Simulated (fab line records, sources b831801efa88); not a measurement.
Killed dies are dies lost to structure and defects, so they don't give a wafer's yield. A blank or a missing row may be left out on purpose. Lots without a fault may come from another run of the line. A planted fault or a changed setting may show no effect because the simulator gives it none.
fab line records | flow sky130
record lots=12 wafers=36 last_day=49
route steps=708 shown VT_ADJUST_HVTR@141 VT_ADJUST_PCH@150 SONOS_ONO@172 PAD_OPEN@708
lots that met no fault: from a run of the same line without faults
start_h: hours from the record's first day to the start of the lot's first wafer shown | wait_h: hours since the lot's step before | " the same as in the row above | L1.1+2: a row that stands for several wafers | - no value, or no start given | * or withheld: withheld | < > ~ a bound
route shown NAME@n: a module of which the file shows steps, and the number in the route of the first | usual: mean/standard deviation of fault-free wafers | same: alike in all rows | chamber/n: place in a boat | sites: the reading at each site | _std_site: their standard deviation | _edge_site: outer sites' mean less inner sites' | radius_mm: how far each site lies from the wafer's centre | mask NAME#n: copy n | behind: the tool/chamber that last shaped the wafer | hold: why the lot was held/for how many hours/how that ended | device: the transistor (n, p or np) that didn't switch | end of line: the same wafers' tests at the end of the route | a step without rows: its recipe alone | killed: dies lost to structure and defects at the first sort, not the wafer's yield | map: a wafer's dies, x killed, . not, _ none there
set.NAME: the setting as run; set.NAME@STEP: as run at that earlier step | model.NAME: the simulator's own value behind a step, which no gauge read
steps of the route over a sample of lots; a table a step, a row a wafer
services: from which hour (start_h, from the record's first day; less than 0 if before it) a tool's chamber was out of use, for how many hours, and why
## steps
# step SKY_VT_ADJUST_HVTR_STRIP_10
# recipe chemistry=O2/N2 power_w=1400 pressure_mtorr=1500 platen_temp_c=withheld o2_flow_sccm=3000 n2_flow_sccm=300 overash_fraction=0.5
# usual drypump_motor_current_A=5.97/0.24 oes_product_au=0.716/0.0044 strip_time_to_endpoint_s=14.19/0.04
# columns lot.wafer tool chamber start_h wait_h drypump_motor_current_A oes_product_au rf_hours_counter_h strip_time_to_endpoint_s
L553.2 plasma_asher-04 0 214.32 0.1 5.98 0.719 52 14.19
L553.3 " 1 " " 6.26 0.711 - 14.15
L553.4 " 0 " " 5.98 0.711 - 14.15
L554.1 plasma_asher-04 1 217.35 0.1 6.27 0.707 53 14.18
L554.3 " 0 " " 6.00 0.710 - 14.24
L554.6 " 0 " " 6.00 0.716 - 14.23
L556.2 plasma_asher-01 1 248.12 0.1 6.11 0.720 44 14.19
L556.4 " 0 " " 6.15 0.721 - 14.20
L556.5 " 1 " " 6.09 0.716 - 14.22
L557.2 plasma_asher-02 1 256.88 0.1 5.58 0.722 57 14.18
L557.3 " 0 " " 5.93 0.713 - 14.16
L557.4 " 1 " " 5.56 0.715 - 14.22
L559.2 plasma_asher-02 1 271.92 0.1 5.58 0.712 58 14.19
L559.3 " 1 " " 5.59 0.719 - 14.16
L559.4 " 0 " " 5.89 0.718 - 14.16
L560.2 plasma_asher-04 0 276.82 0.1 6.01 0.717 59 14.10
L560.3 " 0 " " 6.01 0.715 - 14.10
L560.5 " 1 " " 6.25 0.709 - 14.13
L561.3 plasma_asher-02 1 294.86 0.1 5.60 0.710 - 14.22
L561.5 " 1 " " 5.56 0.717 - 14.20
L561.6 " 0 " " 5.93 0.712 - 14.14
L564.2 plasma_asher-01 1 311.67 0.1 6.11 0.713 50 14.19
L564.3 " 0 " " 6.14 0.719 - 14.20
L564.5 " 1 " " 6.10 0.725 - 14.16
L565.2 plasma_asher-04 1 318.17 0.1 6.29 0.716 62 14.19
L565.4 " 1 " " 6.28 0.714 - 14.16
L565.6 " 1 " " 6.28 0.715 - 14.20
L567.1 plasma_asher-02 1 321.90 0.1 5.59 0.716 63 14.15
L567.3 " 1 " " 5.59 0.716 - 14.15
L567.5 " 1 " " 5.60 0.714 - 14.12
L566.2 plasma_asher-01 1 323.27 0.1 6.10 0.705 51 14.22
L566.5 " 0 " " 6.15 0.706 - 14.18
L566.6 " 1 " " 6.09 0.720 - 14.18
L568.1 plasma_asher-01 1 327.67 0.1 6.11 0.720 51 14.20
L568.3 " 1 " " 6.12 0.724 - 14.20
L568.4 " 0 " " 6.13 0.718 - 14.17
# step SKY_VT_ADJUST_PCH_OVL_MEAS_07
# usual VT_ADJUST_PCH_OVL=-0.2/1.5
# columns lot.wafer tool chamber start_h wait_h VT_ADJUST_PCH_OVL[nm]
L553.2 overlay-01 - 236.95 - -1.3
L553.3 " - " " -0.8
L553.4 " - " " -3.1
L554.1 overlay-01 - 239.77 - -1.0
L554.3 " - " " -2.2
L554.6 " - " " -0.8
L556.2 overlay-01 - 272.25 - 2.3
L556.4 " - " " 1.2
L556.5 " - " " 2.1
L557.2 overlay-02 - 280.75 - 2.2
L557.3 " - " " 1.0
L557.4 " - " " 2.0
L559.2 overlay-01 - 297.07 - 0.6
L559.3 " - " " 1.4
L559.4 " - " " 0.1
L560.2 overlay-02 - 301.92 - -2.3
L560.3 " - " " -0.9
L560.5 " - " " -0.1
L561.3 overlay-01 - 320.06 - -0.7
L561.5 " - " " 0.3
L561.6 " - " " 1.1
L564.2 overlay-02 - 337.90 - 1.7
L564.3 " - " " 1.6
L564.5 " - " " 0.2
L565.2 overlay-01 - 344.72 - -0.4
L565.4 " - " " 0.5
L565.6 " - " " 0.7
L567.1 overlay-02 - 349.10 - 3.9
L567.3 " - " " 3.7
L567.5 " - " " 4.2
L566.2 overlay-02 - 350.27 - 0.0
L566.5 " - " " 0.1
L566.6 " - " " -1.2
L568.1 overlay-01 - 355.50 - -1.5
L568.3 " - " " -0.3
L568.4 " - " " -0.4
# step SKY_SONOS_ONO_CVD_04
# recipe material=SiO2 precursor=SiH4/N2O target_thk_nm=5.7199 temp_c=900 pressure_mtorr=416.6
# usual zone_power_bottom_pct=27.7/0.76
# columns lot.wafer tool chamber start_h wait_h zone_power_bottom_pct
L553.2 lpcvd-03 0 266.45 0.0 27.8
L553.3 " 0 " " 28.4
L553.4 " 0 " " 28.8
L554.1 lpcvd-03 0 268.65 0.1 28.4
L554.3 " 0 " " 28.3
L554.6 " 0 " " 28.8
L556.2 lpcvd-03 1 301.26 0.0 27.3
L556.4 " 1 " " 27.0
L556.5 " 1 " " 26.9
L557.2 lpcvd-03 1 310.32 0.0 27.2
L557.3 " 1 " " 26.9
L557.4 " 1 " " 26.6
L559.2 lpcvd-03 1 326.27 0.0 26.6
L559.3 " 1 " " 26.7
L559.4 " 1 " " 27.4
L560.2 lpcvd-03 0 331.01 0.0 27.8
L560.3 " 0 " " 28.5
L560.5 " 0 " " 28.4
L561.3 lpcvd-03 1 350.84 0.2 26.8
L561.5 " 1 " " 26.8
L561.6 " 1 " " 26.9
L564.2 lpcvd-03 0 370.77 0.0 28.0
L564.3 " 0 " " 29.1
L564.5 " 0 " " 28.4
L565.2 lpcvd-03 0 376.85 0.0 28.5
L565.4 " 0 " " 28.3
L565.6 " 0 " " 28.0
L567.1 lpcvd-03 1 380.56 0.1 26.6
L567.3 " 1 " " 27.1
L567.5 " 1 " " 26.9
L566.2 lpcvd-03 1 381.95 0.0 27.4
L566.5 " 1 " " 26.6
L566.6 " 1 " " 27.0
L568.1 lpcvd-03 1 387.41 0.1 27.5
L568.3 " 1 " " 26.8
L568.4 " 1 " " 27.6
# step SKY_SONOS_ONO_THK_MEAS_05
# recipe reads=SiO2_of_SONOS_ONO_CVD_04
# usual SONOS_ONO_CVD_04_THK=5.87/0.13
# columns lot.wafer tool chamber start_h wait_h SONOS_ONO_CVD_04_THK[nm]
L553.2 film_metro-01 - 267.71 0.0 5.97
L553.3 " - " " 5.80
L553.4 " - " " 5.98
L554.1 film_metro-01 - 269.90 0.0 5.55
L554.3 " - " " 5.63
L554.6 " - " " 5.63
L556.2 film_metro-04 - 302.52 0.0 5.77
L556.4 " - " " 5.80
L556.5 " - " " 5.84
L557.2 film_metro-03 - 311.58 0.0 5.86
L557.3 " - " " 5.75
L557.4 " - " " 5.84
L559.2 film_metro-03 - 327.53 0.0 5.84
L559.3 " - " " 5.89
L559.4 " - " " 5.84
L560.2 film_metro-01 - 332.27 0.0 6.10
L560.3 " - " " 5.95
L560.5 " - " " 6.09
L561.3 film_metro-01 - 352.11 0.0 5.98
L561.5 " - " " 5.93
L561.6 " - " " 6.09
L564.2 film_metro-01 - 372.03 0.0 5.68
L564.3 " - " " 5.67
L564.5 " - " " 5.71
L565.2 film_metro-04 - 378.11 0.0 6.03
L565.4 " - " " 5.95
L565.6 " - " " 5.88
L567.1 film_metro-04 - 381.81 0.0 7.90
L567.3 " - " " 7.86
L567.5 " - " " 7.84
L566.2 film_metro-01 - 383.21 0.0 7.89
L566.5 " - " " 7.82
L566.6 " - " " 7.72
L568.1 film_metro-03 - 388.66 0.0 7.71
L568.3 " - " " 7.62
L568.4 " - " " 7.69
# step SKY_SONOS_ONO_STRIP_17
# recipe chemistry=O2/N2 power_w=1400 pressure_mtorr=1500 platen_temp_c=withheld o2_flow_sccm=3000 n2_flow_sccm=300 overash_fraction=0.5
# usual drypump_motor_current_A=6.02/0.29 oes_product_au=0.709/0.005 strip_time_to_endpoint_s=14.11/0.044
# columns lot.wafer tool chamber start_h wait_h drypump_motor_current_A oes_product_au rf_hours_counter_h strip_time_to_endpoint_s
L553.2 plasma_asher-04 0 292.59 0.0 5.97 0.708 60 14.05
L553.3 " 0 " " 6.02 0.718 - 14.06
L553.4 " 1 " " 6.30 0.706 - 14.07
L554.1 plasma_asher-02 1 295.68 0.0 5.53 0.703 60 14.11
L554.3 " 1 " " 5.56 0.716 - 14.09
L554.6 " 0 " " 5.94 0.704 - 14.08
L556.2 plasma_asher-03 1 328.30 0.0 5.79 0.707 20 14.05
L556.4 " 0 " " 6.48 0.715 - 14.11
L556.5 " 0 " " 6.47 0.713 - 14.05
L557.2 plasma_asher-04 1 338.20 0.0 6.31 0.705 64 14.16
L557.3 " 0 " " 6.01 0.709 - 14.15
L557.4 " 1 " " 6.29 0.708 - 14.18
L559.2 plasma_asher-03 0 355.63 0.0 6.44 0.709 23 14.07
L559.3 " 1 " " 5.79 0.708 - 14.08
L559.4 " 0 " " 6.47 0.704 - 14.07
L560.2 plasma_asher-04 1 360.23 0.0 6.30 0.705 67 14.07
L560.3 " 1 " " 6.28 0.709 - 14.05
L560.5 " 1 " " 6.24 0.714 - 14.10
L561.3 plasma_asher-02 0 380.57 0.0 5.90 0.706 - 14.16
L561.5 " 1 " " 5.58 0.700 - 14.14
L561.6 " 0 " " 5.92 0.708 - 14.13
L564.2 plasma_asher-03 1 400.19 0.0 5.79 0.710 28 14.10
L564.3 " 1 " " 5.78 0.707 - 14.16
L564.5 " 0 " " 6.46 0.720 - 14.12
L565.2 plasma_asher-02 0 407.58 0.0 5.94 0.702 72 14.13
L565.4 " 1 " " 5.57 0.716 - 14.10
L565.6 " 0 " " 5.92 0.711 - 14.17
L567.1 plasma_asher-04 0 410.89 0.0 5.97 0.713 71 14.16
L567.3 " 1 " " 6.25 0.703 - 14.12
L567.5 " 0 " " 5.97 0.704 - 14.17
L566.2 plasma_asher-02 1 411.88 0.0 5.57 0.710 72 14.20
L566.5 " 0 " " 5.96 0.698 - 14.15
L566.6 " 1 " " 5.51 0.712 - 14.20
L568.1 plasma_asher-04 0 417.96 0.0 6.03 0.711 71 14.12
L568.3 " 0 " " 6.00 0.699 - 14.10
L568.4 " 1 " " 6.32 0.700 - 14.11
# step SKY_PAD_OPEN_PROBE_99
# usual killed_at_M0_to_M3=44/7.3 killed_at_M4_up=3.1/1.9 killed_at_contacts=24/5.3 killed_at_front_end=15/4 killed_at_other=0.4/0.6 killed_dies=86/9.2 killed_on_rim=17/3.5 killed_open=47/6.9 killed_short=39/6.9
# same gross_dies=492 killed_at_back_side=0
# columns lot.wafer tool chamber start_h wait_h killed_at_M0_to_M3 killed_at_M4_up killed_at_contacts killed_at_front_end killed_at_other killed_dies killed_on_rim killed_open killed_short
L553.2 prober-02 - 1082.34 0.1 41 2 24 15 0 82 15 44 38
L553.3 prober-02 - 1082.39 0.2 40 6 20 18 0 84 17 41 43
L553.4 prober-02 - 1082.44 0.2 48 2 20 12 1 83 15 47 36
L554.1 prober-01 - 1085.78 0.1 49 5 25 11 1 91 19 52 38
L554.3 prober-01 - 1085.88 0.2 48 3 19 20 0 90 14 50 40
L554.6 prober-01 - 1086.03 0.2 34 2 14 13 1 64 15 33 31
L556.2 prober-01 - 1110.66 0.1 43 0 27 12 1 83 22 46 36
L556.4 prober-01 - 1110.76 0.2 46 3 26 22 0 97 25 56 41
L556.5 prober-01 - 1110.81 0.2 50 0 28 17 2 97 20 53 43
L557.2 prober-02 - 1115.81 0.1 39 6 27 11 1 84 18 50 34
L557.3 prober-02 - 1115.86 0.2 47 3 18 11 0 79 13 40 39
L557.4 prober-02 - 1115.91 0.2 47 6 25 19 0 97 17 51 46
L559.2 prober-02 - 1124.57 0.1 46 4 21 18 0 89 17 43 46
L559.3 prober-02 - 1124.62 0.2 31 1 40 15 0 87 20 52 35
L559.4 prober-02 - 1124.67 0.2 38 2 28 18 0 86 20 40 46
L560.2 prober-01 - 1133.25 0.1 53 2 28 23 0 106 22 53 53
L560.3 prober-01 - 1133.30 0.2 43 2 28 15 0 88 19 54 34
L560.5 prober-01 - 1133.40 0.2 56 3 29 15 1 104 19 46 58
L561.3 prober-01 - 1146.79 0.2 59 2 23 14 0 98 28 50 48
L561.5 prober-01 - 1146.89 0.2 51 6 21 12 0 90 18 37 53
L561.6 prober-01 - 1146.94 0.2 35 3 23 19 0 80 20 48 32
L564.2 prober-02 - 1154.76 0.1 46 3 17 10 0 76 16 48 28
L564.3 prober-02 - 1154.81 0.2 37 7 30 14 0 88 16 42 46
L564.5 prober-02 - 1154.91 0.2 38 3 12 16 0 69 17 35 34
L565.2 prober-02 - 1161.04 0.1 39 1 24 18 1 83 16 41 40
L565.4 prober-02 - 1161.14 0.2 48 6 31 12 1 98 13 49 48
L565.6 prober-02 - 1161.24 0.2 44 2 20 15 1 82 18 41 40
L567.1 prober-02 - 1167.40 0.1 47 0 28 13 1 89 19 52 37
L567.3 prober-02 - 1167.50 0.2 52 3 26 11 0 92 22 57 35
L567.5 prober-02 - 1167.60 0.2 32 2 25 14 0 73 15 46 27
L568.1 prober-02 - 1168.90 0.1 48 10 23 19 0 100 18 55 45
L568.3 prober-02 - 1169.00 0.2 43 2 23 13 0 81 9 49 32
L568.4 prober-02 - 1169.05 0.2 40 2 16 19 0 77 15 32 44
L566.2 prober-01 - 1170.45 0.1 47 2 22 14 0 85 17 44 41
L566.5 prober-01 - 1170.60 0.2 49 2 23 9 0 83 16 50 32
L566.6 prober-01 - 1170.65 0.2 40 2 17 14 1 74 14 34 40
# killed by level:class
L553.2 CONTACT:geometric_particle:open=8 VIA1:geometric_particle:open=7 LI_CONTACT:geometric_particle:open=6 VIA1:geometric_particle:short=6 FIELD_ISO:geometric_particle:open=5 CONTACT:geometric_particle:short=5 VIA3:geometric_particle:open=5 METAL3:geometric_particle:short=4
L553.3 VIA2:geometric_particle:open=9 VIA3:geometric_particle:open=7 CONTACT:geometric_particle:short=7 VIA1:geometric_particle:open=6 METAL2:geometric_particle:short=6 METAL4:geometric_particle:short=6 FIELD_ISO:geometric_particle:short=5 LOCAL_INTERCONNECT:geometric_particle:short=4
L553.4 VIA1:geometric_particle:open=11 CONTACT:geometric_particle:open=9 VIA3:geometric_particle:open=8 METAL1:geometric_particle:short=7 VIA2:geometric_particle:open=7 FIELD_ISO:geometric_particle:open=5 LI_CONTACT:geometric_particle:open=5 METAL2:geometric_particle:short=5
L554.1 VIA1:geometric_particle:open=12 CONTACT:geometric_particle:open=9 VIA2:geometric_particle:open=9 VIA3:geometric_particle:open=8 LI_CONTACT:geometric_particle:open=7 METAL1:geometric_particle:short=5 VIA3:geometric_particle:short=5 CONTACT:geometric_particle:short=4
L554.3 VIA1:geometric_particle:open=14 CONTACT:geometric_particle:open=12 METAL1:geometric_particle:short=9 VIA3:geometric_particle:open=6 POLY_GATE:geometric_particle:open=5 VIA1:geometric_particle:short=5 FIELD_ISO:geometric_particle:short=4 VIA2:geometric_particle:open=4
L554.6 CONTACT:geometric_particle:open=7 VIA1:geometric_particle:open=6 VIA3:geometric_particle:open=6 METAL1:geometric_particle:short=5 METAL2:geometric_particle:short=4 FIELD_ISO:geometric_particle:short=3 LI_CONTACT:geometric_particle:open=3 LOCAL_INTERCONNECT:geometric_particle:short=3
L556.2 VIA1:geometric_particle:open=9 CONTACT:geometric_particle:open=9 VIA2:geometric_particle:open=8 LI_CONTACT:geometric_particle:open=7 VIA1:geometric_particle:short=6 POLY_GATE:geometric_particle:short=4 LOCAL_INTERCONNECT:geometric_particle:short=4 CONTACT:geometric_particle:short=4
L556.4 VIA1:geometric_particle:open=16 CONTACT:geometric_particle:open=12 FIELD_ISO:geometric_particle:open=8 CONTACT:geometric_particle:short=6 VIA2:geometric_particle:short=6 POLY_GATE:geometric_particle:open=4 POLY_GATE:geometric_particle:short=4 LI_CONTACT:geometric_particle:open=4
L556.5 VIA1:geometric_particle:open=17 LI_CONTACT:geometric_particle:open=12 POLY_GATE:geometric_particle:open=7 CONTACT:geometric_particle:open=6 VIA1:geometric_particle:short=6 METAL3:geometric_particle:short=5 METAL1:geometric_particle:short=5 VIA3:geometric_particle:open=5
L557.2 CONTACT:geometric_particle:open=13 VIA1:geometric_particle:open=8 VIA3:geometric_particle:open=7 VIA2:geometric_particle:open=7 VIA2:geometric_particle:short=5 METAL2:geometric_particle:short=5 LI_CONTACT:geometric_particle:open=4 LOCAL_INTERCONNECT:geometric_particle:short=4
L557.3 VIA1:geometric_particle:open=9 CONTACT:geometric_particle:open=8 METAL2:geometric_particle:short=8 METAL1:geometric_particle:short=6 VIA3:geometric_particle:open=5 LI_CONTACT:geometric_particle:open=4 VIA2:geometric_particle:short=4 POLY_GATE:geometric_particle:open=3
L557.4 CONTACT:geometric_particle:open=15 METAL2:geometric_particle:short=9 VIA2:geometric_particle:open=9 VIA1:geometric_particle:open=6 METAL1:geometric_particle:short=6 FIELD_ISO:geometric_particle:short=5 VIA1:geometric_particle:short=5 POLY_GATE:geometric_particle:short=4
L559.2 VIA1:geometric_particle:open=11 CONTACT:geometric_particle:open=9 METAL2:geometric_particle:short=8 METAL1:geometric_particle:short=7 VIA1:geometric_particle:short=6 POLY_GATE:geometric_particle:short=5 LI_CONTACT:geometric_particle:open=5 CONTACT:geometric_particle:short=5
L559.3 CONTACT:geometric_particle:open=18 LI_CONTACT:geometric_particle:open=8 METAL2:geometric_particle:short=8 CONTACT:geometric_particle:short=7 VIA1:geometric_particle:open=6 POLY_GATE:geometric_particle:open=5 FIELD_ISO:geometric_particle:short=4 FIELD_ISO:geometric_particle:open=4
L559.4 CONTACT:geometric_particle:open=11 POLY_GATE:geometric_particle:short=8 VIA2:geometric_particle:open=8 CONTACT:geometric_particle:short=6 METAL1:geometric_particle:short=6 LI_CONTACT:geometric_particle:open=5 LOCAL_INTERCONNECT:geometric_particle:short=5 VIA3:geometric_particle:open=5
L560.2 VIA1:geometric_particle:open=9 METAL1:geometric_particle:short=9 CONTACT:geometric_particle:open=9 VIA2:geometric_particle:open=9 FIELD_ISO:geometric_particle:short=7 VIA3:geometric_particle:open=7 LI_CONTACT:geometric_particle:open=6 CONTACT:geometric_particle:short=6
L560.3 CONTACT:geometric_particle:open=14 VIA1:geometric_particle:open=11 VIA2:geometric_particle:open=8 POLY_GATE:geometric_particle:open=6 METAL1:geometric_particle:short=6 VIA3:geometric_particle:open=6 LI_CONTACT:geometric_particle:open=5 CONTACT:geometric_particle:short=4
L560.5 METAL1:geometric_particle:short=13 CONTACT:geometric_particle:open=11 VIA1:geometric_particle:open=9 VIA3:geometric_particle:open=8 LI_CONTACT:geometric_particle:open=7 METAL3:geometric_particle:short=7 LOCAL_INTERCONNECT:geometric_particle:short=6 FIELD_ISO:geometric_particle:short=5
L561.3 METAL2:geometric_particle:short=13 VIA1:geometric_particle:open=12 VIA1:geometric_particle:short=8 CONTACT:geometric_particle:open=7 LI_CONTACT:geometric_particle:open=6 VIA3:geometric_particle:open=6 FIELD_ISO:geometric_particle:open=5 VIA2:geometric_particle:open=5
L561.5 METAL1:geometric_particle:short=8 CONTACT:geometric_particle:short=6 CONTACT:geometric_particle:open=6 VIA1:geometric_particle:short=6 METAL2:geometric_particle:short=6 METAL4:geometric_particle:short=6 VIA3:geometric_particle:open=5 LI_CONTACT:geometric_particle:open=5
L561.6 CONTACT:geometric_particle:open=8 VIA1:geometric_particle:open=8 POLY_GATE:geometric_particle:open=6 LI_CONTACT:geometric_particle:open=6 METAL2:geometric_particle:short=6 VIA3:geometric_particle:open=6 FIELD_ISO:geometric_particle:short=5 VIA1:geometric_particle:short=5
L564.2 VIA1:geometric_particle:open=13 LI_CONTACT:geometric_particle:open=8 VIA2:geometric_particle:open=7 VIA3:geometric_particle:short=7 FIELD_ISO:geometric_particle:open=5 CONTACT:geometric_particle:open=5 VIA3:geometric_particle:open=5 VIA1:geometric_particle:short=4
L564.3 CONTACT:geometric_particle:open=10 LI_CONTACT:geometric_particle:open=7 CONTACT:geometric_particle:short=6 VIA1:geometric_particle:open=6 METAL2:geometric_particle:short=6 VIA2:geometric_particle:open=6 METAL1:geometric_particle:short=5 FIELD_ISO:geometric_particle:short=4
L564.5 VIA1:geometric_particle:open=7 METAL1:geometric_particle:short=6 VIA3:geometric_particle:open=6 VIA1:geometric_particle:short=5 METAL2:geometric_particle:short=5 CONTACT:geometric_particle:open=4 VIA2:geometric_particle:open=4 FIELD_ISO:geometric_particle:open=3
L565.2 VIA1:geometric_particle:open=10 CONTACT:geometric_particle:open=9 FIELD_ISO:geometric_particle:open=5 LI_CONTACT:geometric_particle:open=5 LOCAL_INTERCONNECT:geometric_particle:short=5 VIA2:geometric_particle:short=5 VIA2:geometric_particle:open=5 VIA3:geometric_particle:short=4
L565.4 VIA1:geometric_particle:open=15 CONTACT:geometric_particle:open=10 LOCAL_INTERCONNECT:geometric_particle:short=9 METAL1:geometric_particle:short=7 FIELD_ISO:geometric_particle:short=6 LI_CONTACT:geometric_particle:open=6 VIA2:geometric_particle:open=6 VIA1:geometric_particle:short=5
L565.6 VIA1:geometric_particle:open=8 LI_CONTACT:geometric_particle:open=7 VIA2:geometric_particle:open=7 CONTACT:geometric_particle:open=6 METAL1:geometric_particle:short=6 FIELD_ISO:geometric_particle:short=5 VIA3:geometric_particle:short=5 POLY_GATE:geometric_particle:short=4
L567.1 VIA1:geometric_particle:open=15 LI_CONTACT:geometric_particle:open=13 CONTACT:geometric_particle:short=7 METAL1:geometric_particle:open=6 VIA3:geometric_particle:open=6 CONTACT:geometric_particle:open=5 VIA2:geometric_particle:open=5 VIA1:geometric_particle:short=5
L567.3 CONTACT:geometric_particle:open=15 VIA1:geometric_particle:open=14 METAL2:geometric_particle:short=8 VIA2:geometric_particle:open=6 VIA3:geometric_particle:short=6 LI_CONTACT:geometric_particle:open=5 VIA3:geometric_particle:open=5 METAL3:geometric_particle:short=4
L567.5 CONTACT:geometric_particle:open=14 VIA1:geometric_particle:open=10 POLY_GATE:geometric_particle:short=5 FIELD_ISO:geometric_particle:open=4 LI_CONTACT:geometric_particle:open=4 METAL1:geometric_particle:short=4 VIA2:geometric_particle:open=4 VIA3:geometric_particle:open=4
L568.1 VIA1:geometric_particle:open=12 METAL4:geometric_particle:short=8 FIELD_ISO:geometric_particle:short=7 METAL2:geometric_particle:short=7 VIA2:geometric_particle:open=7 LOCAL_INTERCONNECT:geometric_particle:short=7 LI_CONTACT:geometric_particle:open=6 METAL2:geometric_particle:open=6
L568.3 VIA1:geometric_particle:open=9 CONTACT:geometric_particle:open=9 VIA3:geometric_particle:open=9 VIA2:geometric_particle:open=6 FIELD_ISO:geometric_particle:open=5 LOCAL_INTERCONNECT:geometric_particle:short=5 VIA1:geometric_particle:short=5 FIELD_ISO:geometric_particle:short=3
L568.4 VIA2:geometric_particle:open=6 POLY_GATE:geometric_particle:short=5 LI_CONTACT:geometric_particle:open=5 CONTACT:geometric_particle:open=5 METAL2:geometric_particle:short=5 VIA1:geometric_particle:short=5 LI_CONTACT:geometric_particle:short=4 METAL1:geometric_particle:short=4
L566.2 VIA1:geometric_particle:open=10 CONTACT:geometric_particle:short=9 VIA2:geometric_particle:open=9 LI_CONTACT:geometric_particle:open=6 CONTACT:geometric_particle:open=6 VIA1:geometric_particle:short=5 POLY_CUT:geometric_particle:short=4 METAL2:geometric_particle:short=4
L566.5 VIA1:geometric_particle:open=11 CONTACT:geometric_particle:open=10 VIA2:geometric_particle:open=8 VIA1:geometric_particle:short=8 VIA3:geometric_particle:open=6 LI_CONTACT:geometric_particle:open=6 METAL2:geometric_particle:short=5 LI_CONTACT:geometric_particle:short=4
L566.6 VIA1:geometric_particle:open=7 VIA2:geometric_particle:open=6 LI_CONTACT:geometric_particle:open=5 VIA3:geometric_particle:open=5 FIELD_ISO:geometric_particle:short=4 METAL3:geometric_particle:short=4 FIELD_ISO:geometric_particle:open=4 METAL1:geometric_particle:short=4
## services
# columns tool chamber start_h hours kind
plasma_asher-01 - 245.28 2.8 pm
lpcvd-03 - 262.10 0.6 repair
plasma_asher-02 - 289.18 0.8 repair
plasma_asher-04 - 307.17 1.6 repair
plasma_asher-01 - 318.18 0.5 repair
lpcvd-03 - 336.00 2.8 pm
lpcvd-03 - 339.55 0.9 repair
plasma_asher-04 - 342.23 1.8 repair
plasma_asher-02 - 347.63 2.8 pm
plasma_asher-04 - 374.28 9.4 repair
plasma_asher-03 - 403.86 0.7 repair
plasma_asher-03 - 407.37 3.8 repair
plasma_asher-04 - 412.00 2.8 pm
plasma_asher-02 - 416.13 1.8 repair
## key
first_sign step=SKY_SONOS_ONO_THK_MEAS_05 reading=SONOS_ONO_CVD_04_THK direction=up sigmas=15 usual=5.87 struck=7.78
effect none on later readings
met_at SKY_SONOS_ONO_CVD_04
struck_lots L566,L567,L568
tester_left_out L566,L567,L568
not_acting_at SKY_VT_ADJUST_HVTR_STRIP_10,SKY_VT_ADJUST_PCH_OVL_MEAS_07,SKY_SONOS_ONO_STRIP_17
onset_between 376.85 380.56
also_fits time
fault kind=process_parameter_drift tool=lpcvd-03 chamber=- onset_h=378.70 steps=SKY_SONOS_ONO_CVD_04 channel=target_thk_nm offset=1.9243 shape=step end_h=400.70 stated=5.7199
# tester_left_out: of these lots the tester's yield and bins aren't shown, on N5 and GAA mostly nor the transistor test; their killed dies are dies lost to structure and defects alone, not to doping, threshold or leakage, so they don't give the yield
